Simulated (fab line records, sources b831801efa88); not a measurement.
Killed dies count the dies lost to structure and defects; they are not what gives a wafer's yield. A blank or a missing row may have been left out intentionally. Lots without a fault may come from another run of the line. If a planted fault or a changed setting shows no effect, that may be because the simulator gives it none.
Which tool is to blame? + flow gf180mcu + 14 lots, 42 wafers sampled, at 4 steps of a route of 602

WHAT THE GAUGES SHOWED, per wafer
GF_STI_THK_MEAS_24. Usual: STI_CVD_23_THK gives 651 nm (standard deviation 6.2).
| lot  | measured    | on            | STI_CVD_23_THK (nm) | flag |
|------|-------------|---------------|---------------------|------|
| L662 | day 2 02:37 | film-metro-04 | 661 660 653         |      |
| L663 | day 2 08:47 | film-metro-04 | 647 657 647         |      |
| L664 | day 2 13:51 | film-metro-02 | 636 642 646         |      |
| L665 | day 2 18:35 | film-metro-04 | 655 653 650         |      |
| L666 | day 2 23:40 | film-metro-02 | 649 655 655         |      |
| L667 | day 3 06:29 | film-metro-03 | 652 660 651         |      |
| L668 | day 3 10:08 | film-metro-02 | 662 664 658         |      |
| L670 | day 3 22:43 | film-metro-03 | 657 659 657         |      |
| L671 | day 4 02:10 | film-metro-02 | 646 647 657         |      |
| L678 | day 5 15:56 | film-metro-02 | 656 647 653         |      |
| L679 | day 5 19:37 | film-metro-02 | 651 654 649         |      |
| L682 | day 6 12:20 | film-metro-03 | 654 652 660         |      |
| L683 | day 6 17:47 | film-metro-04 | 642 651 647         |      |
| L685 | day 7 02:34 | film-metro-04 | 650 651 651         |      |

GF_POLY_GATE_THK_MEAS_17. Usual: POLY_GATE_OXIDATION_THK gives 3.98 nm (standard deviation 0.088).
| lot  | measured     | on            | POLY_GATE_OXIDATION_THK (nm) | flag |
|------|--------------|---------------|------------------------------|------|
| L662 | day 9 08:11  | film-metro-02 | 3.82 3.76 3.77               |      |
| L663 | day 9 13:14  | film-metro-02 | 4.02 3.94 4.16               |      |
| L664 | day 9 20:53  | film-metro-02 | 4.02 4.03 4.00               |      |
| L665 | day 10 02:52 | film-metro-02 | 3.94 3.99 3.92               |      |
| L666 | day 10 13:10 | film-metro-02 | 3.93 3.97 3.96               |      |
| L667 | day 10 19:45 | film-metro-02 | 4.00 3.99 3.92               |      |
| L668 | day 10 23:34 | film-metro-02 | 4.03 4.00 4.08               |      |
| L670 | day 11 17:41 | film-metro-01 | 3.96 3.94 3.93               |      |
| L671 | day 12 03:46 | film-metro-03 | 4.11 4.14 4.13               |      |
| L678 | day 14 07:25 | film-metro-02 | 3.95 3.97 3.95               |      |
| L679 | day 14 12:00 | film-metro-01 | 3.88 3.85 3.92               |      |
| L682 | day 15 09:07 | film-metro-02 | 3.93 4.06 4.02               |      |
| L683 | day 15 17:04 | film-metro-01 | 3.95 4.05 4.04               |      |
| L685 | day 16 08:02 | film-metro-02 | 4.09 3.97 3.97               |      |

GF_PSD_RS_MEAS_14: a four-point-probe measurement. Usual: NSD_RS gives 46.16 ohm/sq (standard deviation 0.092).
| lot  | measured     | on            | NSD_RS (ohm/sq)   | flag |
|------|--------------|---------------|-------------------|------|
| L662 | day 14 08:04 | film-metro-04 | 46.40 46.33 46.25 |      |
| L663 | day 14 14:47 | film-metro-04 | 46.11 46.25 46.12 |      |
| L664 | day 15 01:14 | film-metro-01 | 46.08 46.14 46.21 |      |
| L665 | day 15 07:54 | film-metro-01 | 46.21 46.19 46.22 |      |
| L666 | day 15 18:30 | film-metro-01 | 46.26 46.30 46.32 |      |
| L667 | day 16 03:00 | film-metro-02 | 46.09 46.12 46.13 |      |
| L668 | day 16 07:47 | film-metro-01 | 46.13 46.20 46.11 |      |
| L670 | day 17 08:40 | film-metro-04 | 46.13 46.09 46.23 |      |
| L671 | day 17 19:24 | film-metro-02 | 46.13 46.20 46.09 |      |
| L678 | day 20 06:59 | film-metro-04 | 46.12 46.08 46.04 |      |
| L679 | day 20 13:34 | film-metro-02 | 46.11 46.06 46.13 |      |
| L682 | day 21 11:13 | film-metro-04 | 46.16 46.10 46.17 |      |
| L683 | day 21 22:12 | film-metro-01 | 46.23 46.18 46.04 |      |
| L685 | day 22 11:55 | film-metro-01 | 46.27 46.24 46.25 |      |

WHAT TOOL EACH LOT RAN ON (gives the tool, then ch and the chambers of the sampled wafers, and finally the start)
| lot  | GF_MVSD_STRIP_10                     |
|------|--------------------------------------|
| L662 | plasma-asher-03 ch 0,1, day 4 11:12  |
| L663 | plasma-asher-03 ch 0,1, day 4 17:19  |
| L664 | plasma-asher-01 ch 0,1, day 4 21:47  |
| L665 | plasma-asher-02 ch 0,1, day 5 02:58  |
| L666 | plasma-asher-01 ch 0,1, day 5 09:35  |
| L667 | plasma-asher-02 ch 0,1, day 5 16:44  |
| L668 | plasma-asher-03 ch 0,1, day 5 19:59  |
| L670 | plasma-asher-03 ch 0,1, day 6 09:38  |
| L671 | plasma-asher-02 ch 0, day 6 15:56    |
| L678 | plasma-asher-03 ch 0,1, day 8 09:02  |
| L679 | plasma-asher-03 ch 0,1, day 8 15:49  |
| L682 | plasma-asher-01 ch 0,1, day 9 09:41  |
| L683 | plasma-asher-02 ch 0,1, day 9 14:32  |
| L685 | plasma-asher-01 ch 0,1, day 10 01:47 |
- GF_MVSD_STRIP_10: strips in O2/N2.

AS READ BY THE TOOLS THEMSELVES (means over the sampled wafers that have a number; for cases with no such wafer, the mark the record gives instead)
GF_MVSD_STRIP_10. Usual: drypump-motor-current-A 6.25 A, standard deviation 0.27; heater-power-w 329 W, standard deviation 25; n2-flow-sccm 299.9 sccm, standard deviation 0.86; o2-flow-sccm 3001 sccm, standard deviation 8.6; oes-product-au 0.722 a.u., standard deviation 0.0045; strip-time-to-endpoint-s 36.97 s, standard deviation 0.11.
| lot  | tool            | drypump-motor-current-A (A) | heater-power-w (W) | n2-flow-sccm (sccm) | o2-flow-sccm (sccm) | oes-product-au (a.u.) | strip-time-to-endpoint-s (s) | flag |
|------|-----------------|-----------------------------|--------------------|---------------------|---------------------|-----------------------|------------------------------|------|
| L662 | plasma-asher-03 | 6.11                        | 327                | 300.1               | 2995                | 0.724                 | 36.93                        |      |
| L663 | plasma-asher-03 | 6.08                        | 328                | 299.5               | 3001                | 0.723                 | 37.18                        |      |
| L664 | plasma-asher-01 | 6.60                        | 301                | 300.2               | 2993                | 0.729                 | 37.08                        |      |
| L665 | plasma-asher-02 | 6.18                        | 350                | 301.2               | 3006                | 0.719                 | 36.90                        |      |
| L666 | plasma-asher-01 | 6.65                        | 303                | 300.0               | 3001                | 0.725                 | 36.89                        |      |
| L667 | plasma-asher-02 | 6.14                        | 353                | 299.9               | 3000                | 0.716                 | 36.88                        |      |
| L668 | plasma-asher-03 | 6.07                        | 334                | 299.7               | 3001                | 0.719                 | 36.97                        |      |
| L670 | plasma-asher-03 | 6.00                        | 337                | 300.1               | 3000                | 0.725                 | 36.96                        |      |
| L671 | plasma-asher-02 | 6.23                        | 372                | 299.5               | 3010                | 0.725                 | 37.00                        |      |
| L678 | plasma-asher-03 | 6.09                        | 332                | 300.3               | 2403                | 0.713                 | 37.75                        | OFF  |
| L679 | plasma-asher-03 | 6.07                        | 331                | 299.6               | 2395                | 0.709                 | 37.39                        | OFF  |
| L682 | plasma-asher-01 | 6.64                        | 300                | 299.6               | 3006                | 0.723                 | 36.88                        |      |
| L683 | plasma-asher-02 | 6.18                        | 355                | 300.6               | 2993                | 0.727                 | 37.03                        |      |
| L685 | plasma-asher-01 | 6.69                        | 301                | 299.8               | 3002                | 0.721                 | 36.99                        |      |

THE ANSWER, worked out from the rows above alone
Rule: a lot is off if the mean of its wafers that have a number lies more than 3 standard deviations from the usual mean. A lot without any number at a reading at which 4 lots or more have one is off too. The other lots that the step has rows for count as sound. Order of review: gauges by route order, followed by the tools' own readings, for which a lot's mean as printed above is used. At the first step where some lot is off, the reading lying furthest off is the one used; lots without a number count as furthest.
Off, at GF_MVSD_STRIP_10 on o2-flow-sccm: L678, L679.
If a tool, at that step or one of the process steps before it, ran each lot that is off and ran no sound lot following the first of them, it fits. One candidate fits, namely plasma-asher-03 at GF_MVSD_STRIP_10. A fault onset in the window from L670 (day 6 09:38, its last sound lot) to L678 (day 8 09:02, its first lot off) fits.
The tool's own readings at GF_MVSD_STRIP_10 bear it out: on the lots that are off they differ by more than 5 times the standard deviation of the sound lots' means. o2-flow-sccm reads 2399 sccm there against 3001 sccm on the sound lots; strip-time-to-endpoint-s reads 37.57 s there against 36.97 s on the sound lots.

WHAT HAD BEEN PUT IN BY THE SIMULATOR
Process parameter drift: plasma-asher-03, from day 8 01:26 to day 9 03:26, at GF_MVSD_STRIP_10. From 3000, the setting o2-flow-sccm moved by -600. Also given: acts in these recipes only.
Lots struck among those shown: L678, L679. The rule given above showed the same thing.
